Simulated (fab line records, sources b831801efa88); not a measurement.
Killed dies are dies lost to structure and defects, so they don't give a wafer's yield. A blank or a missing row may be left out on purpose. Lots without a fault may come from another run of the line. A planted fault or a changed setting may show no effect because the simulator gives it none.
Tool commonality check | flow sky130 | 11 lots, 33 wafers sampled

WHY IT WAS OPENED
At SKY_SD_N_RS_MEAS_16 the reading SD_N_RS is flagged on 2 of 11 lots. Wafers without a fault read 68.56 ohm/sq, standard deviation 0.13.
Rule: a lot is flagged when every wafer of it that has a number lies more than 4 standard deviations from that mean, or none has a number. The other lots count as sound.

lot  | measured     | on            | SD_N_RS (ohm/sq), wafer by wafer | flag
L503 | day 27 14:21 | film_metro-02 | 68.63 68.56 68.61                |
L505 | day 28 11:28 | film_metro-02 | 68.57 68.57 68.54                |
L507 | day 30 09:41 | film_metro-01 | 68.78 68.51 68.68                |
L508 | day 30 10:40 | film_metro-04 | 68.39 68.43 68.27                |
L510 | day 30 11:50 | film_metro-02 | 68.65 68.54 68.65                |
L511 | day 30 18:23 | film_metro-01 | 68.69 68.69 68.67                |
L512 | day 31 03:58 | film_metro-01 | 68.64 68.53 68.58                |
L521 | day 34 06:08 | film_metro-01 | 66.23 66.31 66.31                | FLAGGED
L523 | day 34 14:09 | film_metro-04 | 66.02 66.07 65.86                | FLAGGED
L524 | day 34 21:37 | film_metro-04 | 68.27 68.47 68.35                |
L525 | day 37 05:24 | film_metro-04 | 68.46 68.58 68.52                |
The numbers of the flagged lots are 66.13 ohm/sq on average: -2.43 ohm/sq against the usual, or -19 standard deviations.

WHICH TOOL RAN EACH LOT
The record holds 1 process step before the reading, out of a route of 708 steps. In each cell: the tool, then ch and the chambers that the sampled wafers went through, then the start.
lot  | flag    | SKY_SD_N_RTA_14
L503 |         | rtp_anneal-02 ch 0, day 27 14:10
L505 |         | rtp_anneal-02 ch 0, day 28 11:18
L507 |         | rtp_anneal-02 ch 0, day 30 09:30
L508 |         | rtp_anneal-01 ch 0, day 30 10:28
L510 |         | rtp_anneal-01 ch 0, day 30 11:39
L511 |         | rtp_anneal-02 ch 0, day 30 18:12
L512 |         | rtp_anneal-01 ch 0, day 31 03:47
L521 | FLAGGED | rtp_anneal-02 ch 0, day 34 05:58
L523 | FLAGGED | rtp_anneal-02 ch 0, day 34 13:59
L524 |         | rtp_anneal-01 ch 0, day 34 21:26
L525 |         | rtp_anneal-02 ch 0, day 37 05:14
What these steps do:
- SKY_SD_N_RTA_14: time 2 s.
- SKY_SD_N_RS_MEAS_16: measures by four-point-probe.

FLAGGED OVER TOTAL, TOOL BY TOOL (the gauges that took the reading come last)
step                | tool          | lots run | flagged | share of the flagged lots | sound lots run after its first flagged lot
SKY_SD_N_RTA_14     | rtp_anneal-01 | 4        | 0       | none                      | -
SKY_SD_N_RTA_14     | rtp_anneal-02 | 7        | 2       | all                       | 1 (L525)
SKY_SD_N_RS_MEAS_16 | film_metro-01 | 4        | 1       | some                      | 0
SKY_SD_N_RS_MEAS_16 | film_metro-02 | 3        | 0       | none                      | -
SKY_SD_N_RS_MEAS_16 | film_metro-04 | 4        | 1       | some                      | 2 (L524,L525)

WHAT THE TABLE ALLOWS
1 row of the table ran every flagged lot: rtp_anneal-02 at SKY_SD_N_RTA_14.
- rtp_anneal-02 at SKY_SD_N_RTA_14: 2 of its 7 lots flagged. Sound lots ran on it after the first flagged one (L525), which a lasting fault on the whole tool wouldn't allow. Its own readings lie more than 4 standard deviations out on every wafer of the flagged lots: wafer_temp_C_max.
No row of the table ran every flagged lot and no sound lot after the first.

WHAT THE SIMULATOR HAD PUT IN
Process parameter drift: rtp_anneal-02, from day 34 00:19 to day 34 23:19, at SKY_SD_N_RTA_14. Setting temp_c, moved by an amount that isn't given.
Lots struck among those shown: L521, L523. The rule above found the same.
